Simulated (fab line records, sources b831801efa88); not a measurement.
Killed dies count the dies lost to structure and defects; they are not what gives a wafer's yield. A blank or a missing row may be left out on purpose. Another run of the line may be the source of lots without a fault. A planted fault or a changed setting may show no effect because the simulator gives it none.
Struck lot and sound lot, side by side || flow sky130 || 43 steps out of a route of 708
Sound: the wafers L864.1, L864.4, L864.5. Wafers L867.1, L867.4, L867.5 were the ones struck. At the end, the cause is stated.
For every step that has rows: the tool of each side, followed by ch and its chambers, followed by its first start. Under that, the readings that differ: sound wafers || struck wafers || difference of the means || sigmas: that difference in standard deviations of wafers without a fault.
alike: words and numbers the same on both sides, and readings whose means are apart by under 2 such deviations; not compared: readings that were withheld, readings missing a value for some wafer, numbers with overlapping values and no deviation given by the record, and bounds like >300 which may hide the same value.
Wherever a step has rows on one side only, a row that says differs or no value, or a row with sigmas, the two part there. Numbers that have no deviation but don't overlap get no sigmas and don't part them. Lack of a reading on every wafer of one side parts them only where that side has two or more wafers.

first, 5 steps without rows for these wafers: SKY_POLY_GATE_COAT_08 (resist thk 450 nm); SKY_POLY_GATE_SOFTBAKE_09 (time 90 s); SKY_POLY_GATE_EXPOSE_10 (exposes mask P1M, target cd 150 nm); SKY_POLY_GATE_PEB_11; SKY_POLY_GATE_DEVELOP_12 (develop time 60 s).
SKY_POLY_GATE_CD_MEAS_13 targets a cd of 150 nm.
  sound on cd_sem-01 at day 16 10:08; struck on cd_sem-01 at day 17 17:02
  alike: cd_nm
SKY_POLY_GATE_OVL_MEAS_14:
  sound on overlay-01 at day 16 10:15; struck on overlay-01 at day 17 17:09
  alike: POLY_GATE_OVL
SKY_POLY_GATE_ETCH_15: etches BARC in N2/H2, stops on SiO2, time 118.5 s, target depth 110 nm.
  sound on rie_diel-03 ch 1,2,3, day 16 10:17; struck on rie_diel-01 ch 1,2,3, day 17 17:11
  alike: drypump_motor_current_A, h2_flow_sccm, oes_product_au, throttle_valve_pct
  not compared: rf_hours_counter_h
SKY_POLY_GATE_ETCH_16: etches Si3N4 in CH3F/O2, stops on poly-Si, time 147.5 s, target depth 75 nm.
  sound on rie_diel-03 ch 1,2,3, day 16 10:22; struck on rie_diel-01 ch 1,2,3, day 17 17:16
  alike: O2_flow_sccm, drypump_motor_current_A, oes_product_au, throttle_valve_pct
  not compared: rf_hours_counter_h
SKY_POLY_GATE_ETCH_17: etches poly-Si in HBr/Cl2, stops on SiO2, target depth 180 nm, time 70.5 s.
  sound on rie_si-01 ch 2,3, day 16 10:28; struck on rie_si-02 ch 0,3, day 17 17:22
  alike: drypump_motor_current_A, he_backside_leak_sccm, oes_product_au, throttle_valve_pct
  not compared: rf_hours_counter_h
SKY_POLY_GATE_STRIP_18: strips in O2/N2.
  sound on plasma_asher-03 ch 0,1, day 16 10:32; struck on plasma_asher-03 ch 1, day 17 17:26
  alike: drypump_motor_current_A, oes_product_au, strip_time_to_endpoint_s
  not compared: rf_hours_counter_h
then, 1 step without rows for these wafers: SKY_POLY_GATE_CLEAN_19 (cleans in SC1/SC2, time 150 s).
SKY_POLY_GATE_OXIDATION_20: stabilise 600 s, purge 300 s, target thk 4 nm.
  sound on furnace-02 ch 0, day 16 12:35; struck on furnace-02 ch 0, day 17 18:14
  alike: ox_temp_c_max, zone_power_bottom_pct
SKY_POLY_GATE_THK_MEAS_21:
  sound on film_metro-03 at day 16 13:50; struck on film_metro-03 at day 17 19:29
  alike: POLY_GATE_OXIDATION_THK
SKY_POLY_GATE_CD_MEAS_22:
  sound on cd_sem-02 at day 16 13:53; struck on cd_sem-02 at day 17 19:33
  alike: cd_nm
then, 7 steps without rows for these wafers: SKY_LDD_N_DEHYDRATE_00 (time 60 s); SKY_LDD_N_HMDS_01 (prime time 60 s); SKY_LDD_N_COAT_02 (resist thk 300 nm); SKY_LDD_N_SOFTBAKE_03 (time 60 s); SKY_LDD_N_EXPOSE_04 (exposes mask NTM, target cd 840 nm); SKY_LDD_N_PEB_05; SKY_LDD_N_DEVELOP_06 (develop time 60 s).
SKY_LDD_N_OVL_MEAS_07:
  sound on overlay-01 at day 17 18:41; struck on overlay-02 at day 19 01:56
  alike: LDD_N_OVL
then, 8 steps without rows for these wafers: SKY_LDD_N_IMPLANT_08; SKY_LDD_N_IMPLANT_09; SKY_LDD_N_IMPLANT_10; SKY_LDD_N_IMPLANT_11; SKY_LDD_N_IMPLANT_12; SKY_LDD_N_IMPLANT_13; SKY_LDD_N_IMPLANT_14; SKY_LDD_N_IMPLANT_15.
SKY_LDD_N_STRIP_16: strips in O2/N2.
  sound on plasma_asher-03 ch 0,1, day 17 19:55; struck on plasma_asher-03 ch 0,1, day 19 03:10
  alike: drypump_motor_current_A, oes_product_au, strip_time_to_endpoint_s
  not compared: rf_hours_counter_h
SKY_LDD_N_TW_MEAS_17:
  sound on film_metro-04 at day 17 20:01; struck on film_metro-02 at day 19 03:16
  alike: LDD_N_TW
then, 7 steps without rows for these wafers: SKY_LDD_P_DEHYDRATE_00 (time 60 s); SKY_LDD_P_HMDS_01 (prime time 60 s); SKY_LDD_P_COAT_02 (resist thk 1161 nm); SKY_LDD_P_SOFTBAKE_03 (time 60 s); SKY_LDD_P_EXPOSE_04 (exposes mask PSDM, target cd 380 nm); SKY_LDD_P_PEB_05; SKY_LDD_P_DEVELOP_06 (develop time 60 s).
SKY_LDD_P_CD_MEAS_07 targets a cd of 380 nm.
  sound on cd_sem-02 at day 19 01:32; struck on cd_sem-01 at day 20 10:08
  alike: cd_nm
SKY_LDD_P_OVL_MEAS_08:
  sound on overlay-02 at day 19 01:39; struck on overlay-01 at day 20 10:16
  alike: LDD_P_OVL
-- record jumps: 27 days separate the struck wafers' starts on either side; left off in module LDD_P, taken up again in module PAD_OPEN, whose first shown step is the route's number 708 --
SKY_PAD_OPEN_PROBE_99:
  sound on prober-02 at day 45 21:31; struck on prober-01 at day 46 22:49
{"reading": "model.etest.diode_nwell_sub.leak_log10_a_cm2", "sound": "-7.222 -7.066 -7.378", "struck": "-5.795 -5.925 -5.864", "difference": "+1.361", "sigmas": ""}
{"reading": "model.etest.diode_dnwell_sub.leak_log10_a_cm2", "sound": "-7.172 -7.137 -7.451", "struck": "-5.871 -5.672 -6.019", "difference": "+1.399", "sigmas": ""}
{"reading": "model.etest.diode_pwell_dnwell.leak_log10_a_cm2", "sound": "-7.642 -7.498 -7.472", "struck": "-6.59 -6.344 -6.358", "difference": "+1.11", "sigmas": ""}
{"reading": "model.etest.diode_ndiff_pwell_hv.leak_log10_a_cm2", "sound": "-6.581 -6.827 -6.664", "struck": "-5.868 -5.875 -5.769", "difference": "+0.853", "sigmas": ""}
{"reading": "model.etest.diode_pdiff_nwell_hv.leak_log10_a_cm2", "sound": "-6.42 -6.774 -6.497", "struck": "-5.499 -5.929 -5.975", "difference": "+0.763", "sigmas": ""}
{"reading": "model.etest.diode_ndiff_pwell.leak_log10_a_cm2", "sound": "-7.167 -7.154 -7.212", "struck": "-6.543 -6.423 -6.481", "difference": "+0.695", "sigmas": ""}
{"reading": "model.etest.diode_pdiff_nwell.leak_log10_a_cm2", "sound": "-7.133 -7.147 -6.905", "struck": "-6.589 -6.625 -6.637", "difference": "+0.445", "sigmas": ""}
{"reading": "model.etest.nfet_16v.off_log10_a_um", "sound": "-13.87 -13.7 -13.89", "struck": "-13.01 -13.17 -13.31", "difference": "+0.66", "sigmas": ""}

== WHERE THEY PART ==
Nowhere in this record.

WHY: what had been put in by the simulator
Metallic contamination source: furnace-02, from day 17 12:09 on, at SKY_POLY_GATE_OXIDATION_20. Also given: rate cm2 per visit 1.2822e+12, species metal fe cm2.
